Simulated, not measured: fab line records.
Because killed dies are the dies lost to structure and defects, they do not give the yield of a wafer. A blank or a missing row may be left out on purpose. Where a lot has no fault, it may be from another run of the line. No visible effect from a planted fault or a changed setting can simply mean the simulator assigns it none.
Which tool was responsible? / flow sky130 / 14 lots, 41 wafers sampled, at 5 steps of a route of 708

## WHAT THE GAUGES SHOWED, per wafer
SKY_CAPM_RS_MEAS_03: measurement is done with a four-point probe. Usual: for CAPM_TIN_RS the level is 6.91 ohm/sq and the standard deviation is 0.079.
lot=L820; measured=day 36 00:00; on=filmMetro-03; CAPM_TIN_RS (ohm/sq)=6.96 7.05 6.94; flag=
lot=L821; measured=day 36 19:47; on=filmMetro-04; CAPM_TIN_RS (ohm/sq)=6.77 6.72 6.77; flag=
lot=L823; measured=day 37 19:07; on=filmMetro-02; CAPM_TIN_RS (ohm/sq)=7.00 7.04 6.90; flag=
lot=L824; measured=day 37 23:49; on=filmMetro-03; CAPM_TIN_RS (ohm/sq)=6.92 6.94 6.93; flag=
lot=L826; measured=day 38 16:50; on=filmMetro-03; CAPM_TIN_RS (ohm/sq)=6.95 6.93 7.01; flag=
lot=L827; measured=day 38 18:11; on=filmMetro-03; CAPM_TIN_RS (ohm/sq)=6.92 6.93 6.97; flag=
lot=L828; measured=day 39 05:36; on=filmMetro-03; CAPM_TIN_RS (ohm/sq)=6.80 6.94 6.77; flag=
lot=L830; measured=day 40 02:09; on=filmMetro-03; CAPM_TIN_RS (ohm/sq)=6.89 6.90 6.90; flag=
lot=L829; measured=day 40 03:38; on=filmMetro-02; CAPM_TIN_RS (ohm/sq)=6.92 6.83 6.95; flag=
lot=L832; measured=day 40 10:52; on=filmMetro-02; CAPM_TIN_RS (ohm/sq)=6.86 6.91 6.96; flag=
lot=L836; measured=day 41 05:58; on=filmMetro-04; CAPM_TIN_RS (ohm/sq)=7.11 6.97 6.98; flag=
lot=L839; measured=day 42 09:04; on=filmMetro-02; CAPM_TIN_RS (ohm/sq)=6.88 6.91; flag=
lot=L841; measured=day 42 17:35; on=filmMetro-03; CAPM_TIN_RS (ohm/sq)=6.86 6.94 6.90; flag=
lot=L843; measured=day 43 03:35; on=filmMetro-04; CAPM_TIN_RS (ohm/sq)=6.89 6.94 6.91; flag=

SKY_METAL3_CD_MEAS_13 targets a cd of 300 nm. Usual: cdNm reads 299.9 nm (standard deviation 1.4).
lot=L820; measured=day 38 05:03; on=cdSem-01; cdNm (nm)=301.9 300.0 301.2; flag=
lot=L821; measured=day 39 00:13; on=cdSem-01; cdNm (nm)=299.3 301.2 300.8; flag=
lot=L823; measured=day 39 22:25; on=cdSem-02; cdNm (nm)=298.3 298.4 299.2; flag=
lot=L824; measured=day 40 02:29; on=cdSem-02; cdNm (nm)=299.3 301.9 300.4; flag=
lot=L826; measured=day 40 17:15; on=cdSem-01; cdNm (nm)=301.3 301.2 299.9; flag=
lot=L827; measured=day 40 19:58; on=cdSem-02; cdNm (nm)=300.5 300.1 300.1; flag=
lot=L828; measured=day 41 07:10; on=cdSem-01; cdNm (nm)=301.0 301.4 300.1; flag=
lot=L830; measured=day 42 02:02; on=cdSem-02; cdNm (nm)=298.6 297.5 297.0; flag=
lot=L829; measured=day 42 04:50; on=cdSem-02; cdNm (nm)=300.2 300.4 298.3; flag=
lot=L832; measured=day 42 11:46; on=cdSem-02; cdNm (nm)=300.7 300.7 301.1; flag=
lot=L836; measured=day 43 05:14; on=cdSem-01; cdNm (nm)=302.1 301.3 281.7; flag=OFF
lot=L839; measured=day 44 06:53; on=cdSem-01; cdNm (nm)=299.5 277.1; flag=OFF
lot=L841; measured=day 44 15:55; on=cdSem-01; cdNm (nm)=300.9 300.7 298.5; flag=
lot=L843; measured=day 45 01:12; on=cdSem-02; cdNm (nm)=300.9 300.6 303.3; flag=

## EACH LOT AND THE TOOL THAT RAN IT (in order: tool; ch and the chambers of the sampled wafers; start)
lot=L820; SKY_VIA2_SPUTTER_20=pvdSputter-02, day 35 22:58; SKY_METAL3_SPUTTER_04=pvdSputter-02, day 35 23:44; SKY_METAL3_EXPOSE_10=krfScanner-02 ch 0, day 37 16:23
lot=L821; SKY_VIA2_SPUTTER_20=pvdSputter-03, day 36 18:43; SKY_METAL3_SPUTTER_04=pvdSputter-02, day 36 19:33; SKY_METAL3_EXPOSE_10=krfScanner-01 ch 0, day 38 11:37
lot=L823; SKY_VIA2_SPUTTER_20=pvdSputter-01, day 37 18:04; SKY_METAL3_SPUTTER_04=pvdSputter-02, day 37 18:50; SKY_METAL3_EXPOSE_10=krfScanner-01 ch 0, day 39 10:10
lot=L824; SKY_VIA2_SPUTTER_20=pvdSputter-01, day 37 22:47; SKY_METAL3_SPUTTER_04=pvdSputter-03, day 37 23:34; SKY_METAL3_EXPOSE_10=krfScanner-01 ch 0, day 39 14:45
lot=L826; SKY_VIA2_SPUTTER_20=pvdSputter-02, day 38 15:47; SKY_METAL3_SPUTTER_04=pvdSputter-02, day 38 16:34; SKY_METAL3_EXPOSE_10=krfScanner-02 ch 0, day 40 04:59
lot=L827; SKY_VIA2_SPUTTER_20=pvdSputter-01, day 38 17:08; SKY_METAL3_SPUTTER_04=pvdSputter-03, day 38 17:54; SKY_METAL3_EXPOSE_10=krfScanner-01 ch 0, day 40 07:38
lot=L828; SKY_VIA2_SPUTTER_20=pvdSputter-02, day 39 04:32; SKY_METAL3_SPUTTER_04=pvdSputter-02, day 39 05:19; SKY_METAL3_EXPOSE_10=krfScanner-01 ch 0, day 40 19:36
lot=L830; SKY_VIA2_SPUTTER_20=pvdSputter-02, day 40 01:07; SKY_METAL3_SPUTTER_04=pvdSputter-04, day 40 01:53; SKY_METAL3_EXPOSE_10=krfScanner-01 ch 0, day 41 14:18
lot=L829; SKY_VIA2_SPUTTER_20=pvdSputter-03, day 40 02:04; SKY_METAL3_SPUTTER_04=pvdSputter-03, day 40 03:23; SKY_METAL3_EXPOSE_10=krfScanner-02 ch 0, day 41 17:12
lot=L832; SKY_VIA2_SPUTTER_20=pvdSputter-02, day 40 09:50; SKY_METAL3_SPUTTER_04=pvdSputter-02, day 40 10:36; SKY_METAL3_EXPOSE_10=krfScanner-02 ch 0, day 42 00:22
lot=L836; SKY_VIA2_SPUTTER_20=pvdSputter-01, day 41 04:56; SKY_METAL3_SPUTTER_04=pvdSputter-04, day 41 05:43; SKY_METAL3_EXPOSE_10=krfScanner-02 ch 0, day 42 17:29
lot=L839; SKY_VIA2_SPUTTER_20=pvdSputter-03, day 42 08:01; SKY_METAL3_SPUTTER_04=pvdSputter-03, day 42 08:47; SKY_METAL3_EXPOSE_10=krfScanner-02 ch 0, day 43 19:34
lot=L841; SKY_VIA2_SPUTTER_20=pvdSputter-02, day 42 16:35; SKY_METAL3_SPUTTER_04=pvdSputter-02, day 42 17:21; SKY_METAL3_EXPOSE_10=krfScanner-01 ch 0, day 44 05:39
lot=L843; SKY_VIA2_SPUTTER_20=pvdSputter-02, day 43 02:32; SKY_METAL3_SPUTTER_04=pvdSputter-02, day 43 03:19; SKY_METAL3_EXPOSE_10=krfScanner-01 ch 0, day 44 13:58
- SKY_VIA2_SPUTTER_20: material TiN, target thk 20 nm, time 80 s.
- SKY_METAL3_SPUTTER_04: material TiN, target thk 70 nm, time 58.3 s.
- SKY_METAL3_EXPOSE_10: exposes mask MM3, target cd 300 nm.

## WHAT THE TOOLS THEMSELVES READ (means of the sampled wafers that have a number; where no wafer has one, the mark that the record gives instead)
SKY_VIA2_SPUTTER_20. Usual: throttleValvePct reads 30.1 % (standard deviation 1).
lot=L820; tool=pvdSputter-02; throttleValvePct (%)=30.9; flag=
lot=L821; tool=pvdSputter-03; throttleValvePct (%)=30.5; flag=
lot=L823; tool=pvdSputter-01; throttleValvePct (%)=29.7; flag=
lot=L824; tool=pvdSputter-01; throttleValvePct (%)=29.5; flag=
lot=L826; tool=pvdSputter-02; throttleValvePct (%)=30.6; flag=
lot=L827; tool=pvdSputter-01; throttleValvePct (%)=30.0; flag=
lot=L828; tool=pvdSputter-02; throttleValvePct (%)=30.2; flag=
lot=L830; tool=pvdSputter-02; throttleValvePct (%)=29.4; flag=
lot=L829; tool=pvdSputter-03; throttleValvePct (%)=30.6; flag=
lot=L832; tool=pvdSputter-02; throttleValvePct (%)=30.1; flag=
lot=L836; tool=pvdSputter-01; throttleValvePct (%)=29.7; flag=
lot=L839; tool=pvdSputter-03; throttleValvePct (%)=30.1; flag=
lot=L841; tool=pvdSputter-02; throttleValvePct (%)=29.8; flag=
lot=L843; tool=pvdSputter-02; throttleValvePct (%)=30.5; flag=

SKY_METAL3_SPUTTER_04. Usual: throttleValvePct reads 30.1 % (standard deviation 1.2).
lot=L820; tool=pvdSputter-02; throttleValvePct (%)=29.6; flag=
lot=L821; tool=pvdSputter-02; throttleValvePct (%)=30.8; flag=
lot=L823; tool=pvdSputter-02; throttleValvePct (%)=30.3; flag=
lot=L824; tool=pvdSputter-03; throttleValvePct (%)=30.8; flag=
lot=L826; tool=pvdSputter-02; throttleValvePct (%)=29.7; flag=
lot=L827; tool=pvdSputter-03; throttleValvePct (%)=30.4; flag=
lot=L828; tool=pvdSputter-02; throttleValvePct (%)=29.9; flag=
lot=L830; tool=pvdSputter-04; throttleValvePct (%)=31.3; flag=
lot=L829; tool=pvdSputter-03; throttleValvePct (%)=30.1; flag=
lot=L832; tool=pvdSputter-02; throttleValvePct (%)=30.2; flag=
lot=L836; tool=pvdSputter-04; throttleValvePct (%)=29.7; flag=
lot=L839; tool=pvdSputter-03; throttleValvePct (%)=30.8; flag=
lot=L841; tool=pvdSputter-02; throttleValvePct (%)=29.9; flag=
lot=L843; tool=pvdSputter-02; throttleValvePct (%)=30.7; flag=

## THE ANSWER, worked out from the rows above alone
Rule: take the mean of a lot's wafers that have a number; if it is more than 3 standard deviations from the usual mean, the lot is off. A lot without any number at a reading at which 4 lots or more have one is off too. All remaining lots with rows at the step are treated as sound. Order of review: gauges by route order, followed by the tools' own readings, for which a lot's mean as printed above is used. The first step at which some lot is off is used, and at that step the reading that is off furthest; a lot without a number counts as furthest.
Off at SKY_METAL3_CD_MEAS_13 (cdNm): L836, L839.
If a tool, at a process step before that reading, ran all the lots that are off and no sound lot after the first of them, it fits. The gauges at SKY_METAL3_CD_MEAS_13 are tried like those tools. One fits: krfScanner-02 at SKY_METAL3_EXPOSE_10. A fault onset in the window from L832 (day 42 00:22, its last sound lot) to L836 (day 42 17:29, its first lot off) fits.

## WHAT THE SIMULATOR HAD INSERTED
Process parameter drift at SKY_METAL3_EXPOSE_10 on krfScanner-02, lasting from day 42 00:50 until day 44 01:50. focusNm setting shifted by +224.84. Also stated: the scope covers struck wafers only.
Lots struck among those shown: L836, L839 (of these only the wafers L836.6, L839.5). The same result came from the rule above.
